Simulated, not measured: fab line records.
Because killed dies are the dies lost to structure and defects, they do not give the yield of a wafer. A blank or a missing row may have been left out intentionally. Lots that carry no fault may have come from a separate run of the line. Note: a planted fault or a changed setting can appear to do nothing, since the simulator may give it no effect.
Which tool did it? + flow gf180mcu + 39 wafers from 13 lots sampled at 5 of the route's 602 steps

## WHAT EACH GAUGE READ, for each wafer
GF_PSD_RS_MEAS_14: the measuring method here is four-point-probe. Usual: NSD_RS 46.14 ohm/sq, standard deviation 0.096.
| lot  | measured     | on            | NSD_RS (ohm/sq)   | flag |
|------|--------------|---------------|-------------------|------|
| L357 | day 14 02:57 | film_metro-02 | 46.05 46.09 46.21 |      |
| L359 | day 14 23:11 | film_metro-02 | 46.17 46.26 46.10 |      |
| L362 | day 16 01:18 | film_metro-02 | 46.18 46.23 46.16 |      |
| L363 | day 16 09:41 | film_metro-01 | 46.54 46.56 46.53 | OFF  |
| L364 | day 16 20:07 | film_metro-01 | 46.44 46.37 46.54 | OFF  |
| L365 | day 17 01:29 | film_metro-04 | 46.17 46.34 46.18 |      |
| L374 | day 20 07:17 | film_metro-01 | 46.12 46.18 46.15 |      |
| L375 | day 20 19:58 | film_metro-02 | 46.05 46.23 46.08 |      |
| L377 | day 21 08:40 | film_metro-04 | 46.15 46.23 46.13 |      |
| L376 | day 21 09:05 | film_metro-01 | 46.20 46.17 46.11 |      |
| L378 | day 21 22:40 | film_metro-01 | 46.16 46.18 46.23 |      |
| L379 | day 21 23:37 | film_metro-04 | 46.18 46.19 46.36 |      |
| L380 | day 22 04:42 | film_metro-01 | 46.14 46.06 46.19 |      |

GF_SAB_CD_MEAS_09 targets a cd of 420 nm. Usual: cd_nm 419.1 nm, standard deviation 2.3.
| lot  | measured     | on        | cd_nm (nm)        | flag |
|------|--------------|-----------|-------------------|------|
| L357 | day 14 23:37 | cd_sem-01 | 420.8 420.2 423.2 |      |
| L359 | day 15 20:55 | cd_sem-02 | 420.9 420.5 419.2 |      |
| L362 | day 17 00:15 | cd_sem-01 | 420.8 421.2 421.5 |      |
| L363 | day 17 08:34 | cd_sem-02 | 415.7 417.7 418.6 |      |
| L364 | day 17 18:44 | cd_sem-01 | 417.1 416.8 416.3 |      |
| L365 | day 18 00:47 | cd_sem-01 | 422.2 423.9 421.0 |      |
| L374 | day 21 06:56 | cd_sem-01 | 419.7 421.8 421.2 |      |
| L375 | day 21 18:44 | cd_sem-02 | 417.6 420.3 419.4 |      |
| L377 | day 22 08:17 | cd_sem-02 | 418.9 419.2 419.8 |      |
| L376 | day 22 08:52 | cd_sem-01 | 419.4 420.4 421.1 |      |
| L378 | day 22 22:31 | cd_sem-01 | 416.1 416.9 418.1 |      |
| L379 | day 22 23:13 | cd_sem-01 | 419.2 420.7 419.6 |      |
| L380 | day 23 03:46 | cd_sem-02 | 422.5 421.4 421.7 |      |

## TOOL THAT RAN EACH LOT (tool first, then ch and the chambers of the sampled wafers, then the start)
| lot  | GF_HV_LDD_RTA_52                 | GF_NSD_IMPLANT_10               | GF_PSD_RTA_13                    |
|------|----------------------------------|---------------------------------|----------------------------------|
| L357 | rtp_anneal-01 ch 0, day 12 07:38 | implanter-02 ch 0, day 13 06:04 | rtp_anneal-01 ch 0, day 14 02:52 |
| L359 | rtp_anneal-02 ch 0, day 13 01:05 | implanter-02 ch 0, day 14 00:58 | rtp_anneal-01 ch 0, day 14 23:05 |
| L362 | rtp_anneal-02 ch 0, day 14 01:36 | implanter-02 ch 0, day 15 03:04 | rtp_anneal-01 ch 0, day 16 01:13 |
| L363 | rtp_anneal-01 ch 0, day 14 11:23 | implanter-02 ch 0, day 15 11:05 | rtp_anneal-02 ch 0, day 16 09:36 |
| L364 | rtp_anneal-02 ch 0, day 14 19:49 | implanter-02 ch 0, day 15 21:22 | rtp_anneal-02 ch 0, day 16 20:01 |
| L365 | rtp_anneal-01 ch 0, day 15 01:49 | implanter-01 ch 0, day 16 02:04 | rtp_anneal-01 ch 0, day 17 01:23 |
| L374 | rtp_anneal-01 ch 0, day 18 02:44 | implanter-03 ch 0, day 19 06:25 | rtp_anneal-01 ch 0, day 20 07:12 |
| L375 | rtp_anneal-01 ch 0, day 18 15:35 | implanter-01 ch 0, day 19 18:52 | rtp_anneal-01 ch 0, day 20 19:53 |
| L377 | rtp_anneal-01 ch 0, day 19 03:54 | implanter-01 ch 0, day 20 07:31 | rtp_anneal-01 ch 0, day 21 08:34 |
| L376 | rtp_anneal-02 ch 0, day 19 04:13 | implanter-01 ch 0, day 20 07:49 | rtp_anneal-02 ch 0, day 21 08:59 |
| L378 | rtp_anneal-02 ch 0, day 19 18:23 | implanter-03 ch 0, day 20 22:13 | rtp_anneal-02 ch 0, day 21 22:35 |
| L379 | rtp_anneal-01 ch 0, day 19 19:47 | implanter-02 ch 0, day 20 23:35 | rtp_anneal-01 ch 0, day 21 23:32 |
| L380 | rtp_anneal-01 ch 0, day 20 02:26 | implanter-02 ch 0, day 21 04:38 | rtp_anneal-02 ch 0, day 22 04:37 |
- GF_HV_LDD_RTA_52: time 10 s.
- GF_NSD_IMPLANT_10
- GF_PSD_RTA_13: time 20 s.

## AS READ BY THE TOOLS THEMSELVES (means over the sampled wafers that have a number; for cases with no such wafer, the mark the record gives instead)
GF_HV_LDD_RTA_52. Usual: chamber_o2_ppm 2.007, standard deviation 0.02; lamp_power_pct 32.7 %, standard deviation 0.94; wafer_temp_C_max 1005.5, standard deviation 1.2.
| lot  | tool          | chamber_o2_ppm | lamp_power_pct (%) | wafer_temp_C_max | flag |
|------|---------------|----------------|--------------------|------------------|------|
| L357 | rtp_anneal-01 | 1.980          | 31.8               | 1005.8           |      |
| L359 | rtp_anneal-02 | 1.989          | 33.7               | 1003.7           |      |
| L362 | rtp_anneal-02 | 2.011          | 33.7               | 1005.9           |      |
| L363 | rtp_anneal-01 | 2.009          | 31.8               | 1005.8           |      |
| L364 | rtp_anneal-02 | 2.000          | 33.7               | 1004.0           |      |
| L365 | rtp_anneal-01 | 1.985          | 31.8               | 1005.2           |      |
| L374 | rtp_anneal-01 | 2.008          | 31.8               | 1006.2           |      |
| L375 | rtp_anneal-01 | 2.014          | 31.8               | 1006.0           |      |
| L377 | rtp_anneal-01 | 2.013          | 31.8               | 1007.4           |      |
| L376 | rtp_anneal-02 | 2.004          | 33.7               | 1004.6           |      |
| L378 | rtp_anneal-02 | 2.002          | 33.7               | 1005.0           |      |
| L379 | rtp_anneal-01 | 2.008          | 31.8               | 1006.1           |      |
| L380 | rtp_anneal-01 | 2.015          | 31.8               | 1005.3           |      |

GF_NSD_IMPLANT_10. Usual: dose_ions_cm2 5.001e+14, standard deviation 6e+11.
| lot  | tool         | dose_ions_cm2 | flag |
|------|--------------|---------------|------|
| L357 | implanter-02 | 5.000e+14     |      |
| L359 | implanter-02 | 4.998e+14     |      |
| L362 | implanter-02 | 5.005e+14     |      |
| L363 | implanter-02 | 4.798e+14     | OFF  |
| L364 | implanter-02 | 4.793e+14     | OFF  |
| L365 | implanter-01 | 5.006e+14     |      |
| L374 | implanter-03 | 5.008e+14     |      |
| L375 | implanter-01 | 4.997e+14     |      |
| L377 | implanter-01 | 4.996e+14     |      |
| L376 | implanter-01 | 5.003e+14     |      |
| L378 | implanter-03 | 4.996e+14     |      |
| L379 | implanter-02 | 5.003e+14     |      |
| L380 | implanter-02 | 5.001e+14     |      |

GF_PSD_RTA_13. Usual: chamber_o2_ppm 2.005, standard deviation 0.023; lamp_power_pct 33.7 %, standard deviation 0.92; wafer_temp_C_max 1030.6, standard deviation 1.2.
| lot  | tool          | chamber_o2_ppm | lamp_power_pct (%) | wafer_temp_C_max | flag |
|------|---------------|----------------|--------------------|------------------|------|
| L357 | rtp_anneal-01 | 1.994          | 33.0               | 1030.7           |      |
| L359 | rtp_anneal-01 | 2.008          | 33.0               | 1031.9           |      |
| L362 | rtp_anneal-01 | 1.987          | 33.0               | 1030.9           |      |
| L363 | rtp_anneal-02 | 1.992          | 35.0               | 1029.9           |      |
| L364 | rtp_anneal-02 | 2.014          | 35.0               | 1029.9           |      |
| L365 | rtp_anneal-01 | 1.990          | 33.0               | 1033.0           |      |
| L374 | rtp_anneal-01 | 1.991          | 33.0               | 1030.9           |      |
| L375 | rtp_anneal-01 | 2.008          | 33.0               | 1030.7           |      |
| L377 | rtp_anneal-01 | 1.986          | 33.0               | 1031.2           |      |
| L376 | rtp_anneal-02 | 2.004          | 35.0               | 1029.5           |      |
| L378 | rtp_anneal-02 | 2.026          | 35.0               | 1029.4           |      |
| L379 | rtp_anneal-01 | 2.020          | 33.0               | 1030.9           |      |
| L380 | rtp_anneal-02 | 1.975          | 35.0               | 1029.7           |      |

## THE ANSWER, worked out from the rows above alone
Rule: lot off if the mean of its wafers having a number is beyond 3 standard deviations from the usual mean. A lot without any number at a reading at which 4 lots or more have one is off too. Where the step has rows for the other lots, those lots are counted as sound. After the gauges, taken in route order, come the tools' own readings; for these a lot's mean is taken, as printed above. The first step at which some lot is off is used, and at that step the reading that is off furthest; a lot without a number counts as furthest.
Off: L363, L364, at GF_PSD_RS_MEAS_14 (NSD_RS).
If a tool, at a process step before that reading, ran all the lots that are off and no sound lot after the first of them, it fits. Not tried: the gauges at GF_PSD_RS_MEAS_14; whatever is off there is also off at GF_NSD_IMPLANT_10, on other tools, and gauge error can't account for it. No candidate that was tried fits.

## WHAT WAS PUT IN BY THE SIMULATOR
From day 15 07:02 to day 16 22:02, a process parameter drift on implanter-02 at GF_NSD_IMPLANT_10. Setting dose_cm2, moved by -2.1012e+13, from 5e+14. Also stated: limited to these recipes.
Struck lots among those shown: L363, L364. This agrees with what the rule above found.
